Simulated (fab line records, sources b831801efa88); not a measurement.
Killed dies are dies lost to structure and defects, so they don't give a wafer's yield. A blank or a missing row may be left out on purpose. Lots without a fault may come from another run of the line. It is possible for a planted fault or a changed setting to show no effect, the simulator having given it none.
Which tool is to blame? | flow sky130 | 13 lots, 39 wafers sampled, at 4 steps of a route of 708

WHAT EACH GAUGE READ, for each wafer
SKY_METAL3_OVL_MEAS_14.
lot  | measured     | on         | METAL3_OVL (nm)
L287 | day 38 18:12 | overlay-02 | -1 -4 -4
L289 | day 39 10:45 | overlay-01 | 8 4 2
L290 | day 39 00:31 | overlay-01 | -5 0 -13
L291 | day 39 15:17 | overlay-01 | 2 7 0
L292 | day 39 23:26 | overlay-02 | 2 6 1
L293 | day 40 18:23 | overlay-01 | 5 8 11
L294 | day 40 19:20 | overlay-02 | 15 18 10
L295 | day 40 20:36 | overlay-01 | -3 -3 5
L296 | day 41 04:56 | overlay-01 | -4 -5 -5
L297 | day 41 10:56 | overlay-02 | 7 2 4
L298 | day 41 17:05 | overlay-01 | 10 8 3
L303 | day 43 13:11 | overlay-01 | -4 0 4
L306 | day 43 23:29 | overlay-02 | 6 7 -5

SKY_METAL5_RS_MEAS_05: a four-point-probe measurement.
lot  | measured     | on            | METAL5_ALCU_RS (ohm/sq)
L287 | day 43 01:37 | film-metro-01 | 0.02765 0.02728 0.0275
L289 | day 43 17:53 | film-metro-02 | 0.02699 0.0267 0.02658
L290 | day 43 07:23 | film-metro-01 | 0.02716 0.02688 0.02674
L291 | day 43 21:29 | film-metro-04 | 0.02705 0.02742 0.02723
L292 | day 44 05:19 | film-metro-02 | 0.02659 0.02702 0.02705
L293 | day 44 22:20 | film-metro-01 | 0.02713 0.02743 0.02737
L294 | day 44 22:38 | film-metro-04 | 0.02696 0.0267 0.02663
L295 | day 44 23:41 | film-metro-04 | 0.02718 0.02681 0.02714
L296 | day 45 09:02 | film-metro-02 | 0.0276 0.02739 0.02709
L297 | day 45 11:55 | film-metro-02 | 0.02717 0.02687 0.02712
L298 | day 45 18:33 | film-metro-04 | 0.02721 0.02777 0.02732
L303 | day 47 09:25 | film-metro-04 | 0.02711 0.02713 0.02718
L306 | day 47 16:59 | film-metro-01 | 0.02713 0.02736 0.02726

WHICH TOOL RAN EACH LOT (tool, then ch and the chambers of the sampled wafers, then the start)
lot  | SKY_FIELD_ISO_ETCH_17           | SKY_METAL3_SPUTTER_01
L287 | rie-si-01 ch 1,3, day 2 11:20   | pvd-sputter-02, day 36 15:48
L289 | rie-si-02 ch 1,2,3, day 2 20:14 | pvd-sputter-01, day 37 08:45
L290 | rie-si-02 ch 0,1,3, day 3 01:12 | pvd-sputter-01, day 36 21:06
L291 | rie-si-01 ch 1,2,3, day 3 07:17 | pvd-sputter-03, day 37 12:14
L292 | rie-si-01 ch 0,1,3, day 3 11:59 | pvd-sputter-01, day 37 21:40
L293 | rie-si-02 ch 0,2, day 3 17:20   | pvd-sputter-02, day 38 16:43
L294 | rie-si-02 ch 0,3, day 3 23:44   | pvd-sputter-03, day 38 17:43
L295 | rie-si-01 ch 0,1,3, day 4 05:06 | pvd-sputter-02, day 38 19:16
L296 | rie-si-02 ch 0,1,2, day 4 09:33 | pvd-sputter-03, day 39 03:44
L297 | rie-si-02 ch 1,2,3, day 4 13:53 | pvd-sputter-02, day 39 10:34
L298 | rie-si-02 ch 1,2,3, day 4 19:17 | pvd-sputter-02, day 39 15:57
L303 | rie-si-01 ch 0,2, day 5 22:39   | pvd-sputter-02, day 41 12:55
L306 | rie-si-01 ch 1,3, day 6 13:34   | pvd-sputter-01, day 42 00:01
- SKY_FIELD_ISO_ETCH_17: etches Si in HBr/Cl2/O2, target depth 342 nm, time 97.7 s.
- SKY_METAL3_SPUTTER_01: material TiN, target thk 20 nm, time 16.7 s.

WHAT THE TOOLS THEMSELVES READ (means of the sampled wafers that have a number; where no wafer has one, the mark that the record gives instead)
SKY_FIELD_ISO_ETCH_17.
lot  | tool      | drypump-motor-current-A (A) | oes-product-au (a.u.) | throttle-valve-pct (%)
L287 | rie-si-01 | 6.2                         | 1.004                 | 25.650
L289 | rie-si-02 | 5.6                         | 1.007                 | 25.656
L290 | rie-si-02 | 5.4                         | 1.015                 | 25.638
L291 | rie-si-01 | 6.0                         | 1.004                 | 25.651
L292 | rie-si-01 | 5.9                         | 1.007                 | 25.655
L293 | rie-si-02 | 5.4                         | 1.022                 | 25.643
L294 | rie-si-02 | 5.5                         | 1.004                 | 25.649
L295 | rie-si-01 | 5.8                         | 0.995                 | 25.657
L296 | rie-si-02 | 5.5                         | 1.013                 | 25.652
L297 | rie-si-02 | 5.6                         | 1.008                 | 25.656
L298 | rie-si-02 | 5.6                         | 1.005                 | 25.658
L303 | rie-si-01 | 5.9                         | 1.012                 | 25.644
L306 | rie-si-01 | 6.2                         | 0.996                 | 25.659

SKY_METAL3_SPUTTER_01.
lot  | tool           | throttle-valve-pct (%)
L287 | pvd-sputter-02 | 31.6
L289 | pvd-sputter-01 | 30.7
L290 | pvd-sputter-01 | 30.5
L291 | pvd-sputter-03 | 30.8
L292 | pvd-sputter-01 | 29.6
L293 | pvd-sputter-02 | 29.9
L294 | pvd-sputter-03 | 30.2
L295 | pvd-sputter-02 | 30.0
L296 | pvd-sputter-03 | 30.9
L297 | pvd-sputter-02 | 30.6
L298 | pvd-sputter-02 | 30.6
L303 | pvd-sputter-02 | 30.5
L306 | pvd-sputter-01 | 32.6

THE ANSWER, worked out from the rows above alone
Rule: what is usual is taken from the lots themselves. The widest of any qualifying gaps counts: lots, ordered by their means at a reading, are off when they make up no more than a third of the lots, leave a main group of 4 or more, and stand apart from it by 3 or more times the standard deviation of that group's means. The tables above print the reading to a certain number of digits; a main group whose means all agree to those digits is not used. Also off: a lot with no number at a reading for which 4 or more lots have one. The other lots that the step has rows for count as sound. First the gauges in route order, then the tools' own readings, where a lot's mean is used as printed above. The first step at which some lot is off is used, and at that step the reading that is off furthest; a lot without a number counts as furthest.
Nothing can be told from this: no lot is off at any reading shown.

WHAT WAS PUT IN BY THE SIMULATOR
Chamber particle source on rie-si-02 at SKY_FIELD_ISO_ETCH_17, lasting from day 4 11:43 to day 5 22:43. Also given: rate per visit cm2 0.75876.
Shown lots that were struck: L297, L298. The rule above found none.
